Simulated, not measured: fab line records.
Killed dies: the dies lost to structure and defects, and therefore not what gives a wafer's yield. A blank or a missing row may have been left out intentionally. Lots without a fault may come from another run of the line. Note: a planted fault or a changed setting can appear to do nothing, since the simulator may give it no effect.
8D (eight disciplines) problem report, filled in by code ; flow sky130 ; the parts of the form that need people (team, actions taken, sign-off) are left out

1. WHAT WENT WRONG
SKY_METAL5_SPUTTER_04, cathode-dc-power-W: mean 6247.4 W over 1 wafer from 1 lot; wafers with no fault: 6500.1 W, standard deviation 1.1. That is -99 or more standard deviations from the usual mean.
The step: material TiN, target thk 70 nm, time 58.3 s.
First observed at day 46 21:20: wafer L721.6, on pvd-sputter-01. Wafers with a number at this step in the record: 36, from 12 lots. The rule behind "out" and "out of limits": a value lying over 4 standard deviations away from the usual mean. The rest of the wafers with a number are treated as sound.

2. WHAT IT IS, WHAT IT ISN'T
question;is;is not
which readings at this step;cathode-dc-power-W;throttle-valve-pct
which lots;L721;L707, L708, L709, L710, L711, L712, L714, L715, L722, L727, L728
which wafers of those lots;L721.6;L721.2, L721.5
read on which tools;pvd-sputter-01;pvd-sputter-03, pvd-sputter-04
when;from day 46 21:20;"up to then (29 sound wafers); but 6 sound wafers of L727, L728 came after"

3. SUSPECTS, AND WHAT RULES EACH OUT
Counting: any tool at a process step up to the reading remains a suspect provided it ran every lot that is out. Sound lots after the first of them don't rule it out here, since some wafers of a struck lot are sound.
- cvd-w-02 at SKY_VIA3_CVD_21 (deposits W, target thk 390 nm, time 117.31 s): kept. It ran the lot that is out, L721 (day 44 01:03); its last sound lot up to then is L722 (day 43 21:35).
- cmp-02 at SKY_VIA3_CMP_24 (polishes, stops on SiO2, t overpolish 20 s, target thk 0 nm): kept. It ran the lot that is out, L721 (day 44 01:26); its last sound lot up to then is L722 (day 43 21:56).
- cmp-01 at SKY_VIA4_CMP_02 (polishes SiO2): kept. It ran the lot that is out, L721 (day 45 22:59); its last sound lot up to then is L714 (day 43 19:34).
- pvd-sputter-01 at SKY_METAL5_SPUTTER_04 (material TiN, target thk 70 nm, time 58.3 s): kept. It ran the lot that is out, L721 (day 46 21:20); its last sound lot up to then is L707 (day 43 08:12). On those wafers its own readings are out: cathode-dc-power-W.
- Within cvd-w-02 at SKY_VIA3_CVD_21: the wafers that are out ran in chamber 0; their sound lot-mates ran in chamber 1.
- Within cmp-01 at SKY_VIA4_CMP_02: the wafers that are out ran in chamber 2; their sound lot-mates ran in chamber 3.
Left after counting: cvd-w-02 at SKY_VIA3_CVD_21, cmp-02 at SKY_VIA3_CMP_24, cmp-01 at SKY_VIA4_CMP_02, pvd-sputter-01 at SKY_METAL5_SPUTTER_04.

4. THE CAUSE (what the simulator had put in)
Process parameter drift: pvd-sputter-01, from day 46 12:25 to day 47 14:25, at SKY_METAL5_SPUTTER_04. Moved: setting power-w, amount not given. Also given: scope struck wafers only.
Counting left 4 suspects, and this tool is among them.

5. SEQUENCE OF EFFECTS, ordered by route
Each row: a reading where the mean over the struck wafers with a number is more than 3 standard deviations away from the usual. Only readings whose record carries a usual standard deviation are examined. hours: median over the lots of the time between each lot's start at the first step of this table that gives one and its start at this step. sigmas: the change, counted in usual standard deviations.
hours;step;reading;usual;on struck wafers;change;sigmas
0;SKY_METAL5_SPUTTER_04;cathode-dc-power-W;6500.1 W;6247.4;-252.7;-99 or more
The process steps in it:
- SKY_METAL5_SPUTTER_04: material TiN, target thk 70 nm, time 58.3 s.

6. HOW IT WOULD HAVE BEEN CAUGHT EARLIER
In this record the first reading out of limits was taken at day 46 21:20, 9 hours after the fault began at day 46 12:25.
